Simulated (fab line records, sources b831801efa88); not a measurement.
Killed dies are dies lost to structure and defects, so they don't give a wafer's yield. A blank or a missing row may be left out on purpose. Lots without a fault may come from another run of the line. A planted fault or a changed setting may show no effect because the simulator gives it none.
Chamber matching | flow sfq_line | SFQ_TRILAYER_I2_VIA_BARC_OPEN_VIA_ETCH_096 on rie_diel-02: 4 sister chambers
The step etches BARC in O2, target depth 125 nm, time 41.7 s. 14 wafers are shown with their chamber, then 6 later ones without.

WAFERS WITH THEIR CHAMBER
wafer  | chamber | run_length_s (s) | oes_product_au (a.u.)
L860.4 | 2       | 70.8             | 0.678
L860.5 | 2       | 70.7             | 0.696
L860.6 | 3       | 69.7             | 0.689
L862.4 | 0       | 69.7             | 0.689
L862.5 | 3       | 69.7             | 0.684
L862.6 | 2       | 71.0             | 0.676
L864.3 | 0       | 69.6             | 0.682
L864.5 | 1       | 70.2             | 0.687
L864.6 | 2       | 70.6             | 0.695
L866.1 | 1       | 70.0             | 0.683
L866.3 | 3       | 70.0             | 0.688
L866.6 | 3       | 69.8             | 0.692
L868.3 | 3       | 70.1             | 0.680
L868.5 | 0       | 69.5             | 0.684

SIGNATURES (means of the wafers above)
reading        | chamber 0 | chamber 1 | chamber 2 | chamber 3 | scatter within a chamber
run_length_s   | 69.600    | 70.100    | 70.775    | 69.860    | 0.161
oes_product_au | 0.68500   | 0.68500   | 0.68625   | 0.68660   | 0.00683
Rule: a wafer's distance from a chamber is the root of the sum, over the readings, of the square of ((its reading less the chamber's mean) divided by the reading's scatter). The wafer belongs to the nearest chamber; if the next one is less than 2 further off, it can't be placed. The scatter: the root of (the sum of the squares of (reading less its chamber's mean) over the shown wafers, divided by (wafers less chambers)).

WAFERS WITHOUT THEIR CHAMBER
wafer  | run_length_s (s) | oes_product_au (a.u.)
L868.6 | 70.1             | 0.685
L873.2 | 69.5             | 0.680
L873.3 | 70.8             | 0.687
L873.4 | 69.8             | 0.688
L882.2 | 70.6             | 0.686
L882.5 | 70.6             | 0.684

WHICH CHAMBER EACH WENT THROUGH
wafer  | from the rows above          | in truth
L868.6 | can't be placed: 1 or 3      | 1
L873.2 | can't be placed: 0 or 3      | 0
L873.3 | 2                            | 2
L873.4 | can't be placed: 3 or 0 or 1 | 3
L882.2 | 2                            | 2
L882.5 | can't be placed: 2 or 1      | 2
Placed correctly: 2 of 6. Can't be placed from these rows: 4 (the true chamber is among the candidates in 4). Placed wrongly: 0.
